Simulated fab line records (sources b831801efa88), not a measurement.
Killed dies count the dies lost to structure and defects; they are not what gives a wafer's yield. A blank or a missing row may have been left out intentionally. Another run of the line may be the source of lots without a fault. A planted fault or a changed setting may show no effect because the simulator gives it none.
Struck lot and sound lot, side by side    flow sky130    18 steps out of a route of 708
Sound: these wafers, L634.2, L634.5, L634.6. Wafers L622.2, L622.5, L622.6 were the ones struck. Last of all comes the cause.
For every step that has rows: the tool of each side, followed by ch and its chambers, followed by its first start. Under that, the readings that differ: sound wafers    struck wafers    difference of the means    sigmas: that difference in standard deviations of wafers without a fault.
alike: same words and numbers on both sides, and readings whose means sit less than 2 such deviations apart. not compared: any withheld reading, any reading some wafer has no value for, any bound like >300 that may hide the same value, and any number with overlapping values for which the record gives no deviation.
The two part at a step that has a row with sigmas, a row that says differs or no value, or rows on one side only. Numbers that don't overlap but have no deviation are shown without sigmas and don't part them. A reading that every wafer of one side lacks parts them only if that side has two wafers or more.

first, 2 steps without rows for these wafers: SKY_NWELL_PEB_08; SKY_NWELL_DEVELOP_09 (develop time 60 s).
SKY_NWELL_OVL_MEAS_10:
  sound on overlay-02, day 10 01:37; struck on overlay-02, day 7 01:43
  alike: NWELL_00_OVL
then, 3 steps without rows for these wafers: SKY_NWELL_IMPLANT_11; SKY_NWELL_IMPLANT_12; SKY_NWELL_IMPLANT_13.
SKY_NWELL_STRIP_14: strips in O2/N2.
  sound on plasma_asher-04 ch 0,1, day 10 02:05; struck on plasma_asher-01 ch 0,1, day 7 02:12
  alike: drypump_motor_current_A, n2_flow_sccm, oes_product_au, strip_time_to_endpoint_s
  not compared: rf_hours_counter_h
SKY_NWELL_TW_MEAS_15:
  sound on film_metro-03, day 10 02:12; struck on film_metro-01, day 7 02:19
  alike: NWELL_TW
then, 4 steps without rows for these wafers: SKY_NWELL_DEHYDRATE_16 (time 60 s); SKY_NWELL_HMDS_17 (prime time 60 s); SKY_NWELL_COAT_18 (resist thk 3000 nm); SKY_NWELL_SOFTBAKE_19.
SKY_NWELL_EXPOSE_20: exposes mask NWM COMPLEMENT, target cd 840 nm.
  sound on iline_stepper-02 ch 0, day 10 13:01; struck on iline_stepper-01 ch 0, day 7 12:27
reading                        sound                    struck                difference  sigmas
model.NWELL.overlay_x_nm (nm)  -0.1524 -0.1524 -0.1524  -95.72 -95.72 -95.72  -95.57      
  alike: mask
then, 2 steps without rows for these wafers: SKY_NWELL_PEB_21; SKY_NWELL_DEVELOP_22 (develop time 60 s).
SKY_NWELL_OVL_MEAS_23:
  sound on overlay-02, day 11 00:10; struck on overlay-02, day 7 22:01
reading            sound         struck             difference  sigmas
NWELL_01_OVL (nm)  -0.3 1.0 0.5  -94.3 -95.2 -95.0  -95.2       -68
after that, 1 step had no rows for these wafers: SKY_NWELL_IMPLANT_24.
-- the record jumps here: 41 days lie between the struck wafers' starts before and after (it left off in module NWELL and takes up again in module PAD_OPEN, whose first step shown is number 708 of the route) --
SKY_PAD_OPEN_PROBE_99:
  sound on prober-01, day 51 00:05; struck on prober-02, day 49 00:20
reading                           sound                          struck                         difference  sigmas
model.etest.pfet_16v.r_on_ohm_um  1.548e+04 1.508e+04 1.453e+04  1.385e+04 1.392e+04 1.362e+04  -1.233e+03  
model.etest.nfet_16v.r_on_ohm_um  1.444e+04 1.444e+04 1.419e+04  1.314e+04 1.31e+04 1.295e+04   -1.293e+03  
model.etest.pfet_16v.drive_ua_um  240.9 240.9 250.5              275.7 276.2 280.4              +33.3       
model.etest.nfet_16v.drive_ua_um  210.9 211.7 216.5              235.2 237.3 238.1              +23.8       
  alike: killed_at_M0_to_M3, killed_at_M4_up, killed_at_contacts, killed_at_front_end, killed_at_other, killed_dies, killed_open, killed_short

WHERE THEY PART
SKY_NWELL_OVL_MEAS_23 only, going by this record. Later steps at which nothing parts them and some readings are alike: SKY_PAD_OPEN_PROBE_99.

WHY: what had been put in by the simulator
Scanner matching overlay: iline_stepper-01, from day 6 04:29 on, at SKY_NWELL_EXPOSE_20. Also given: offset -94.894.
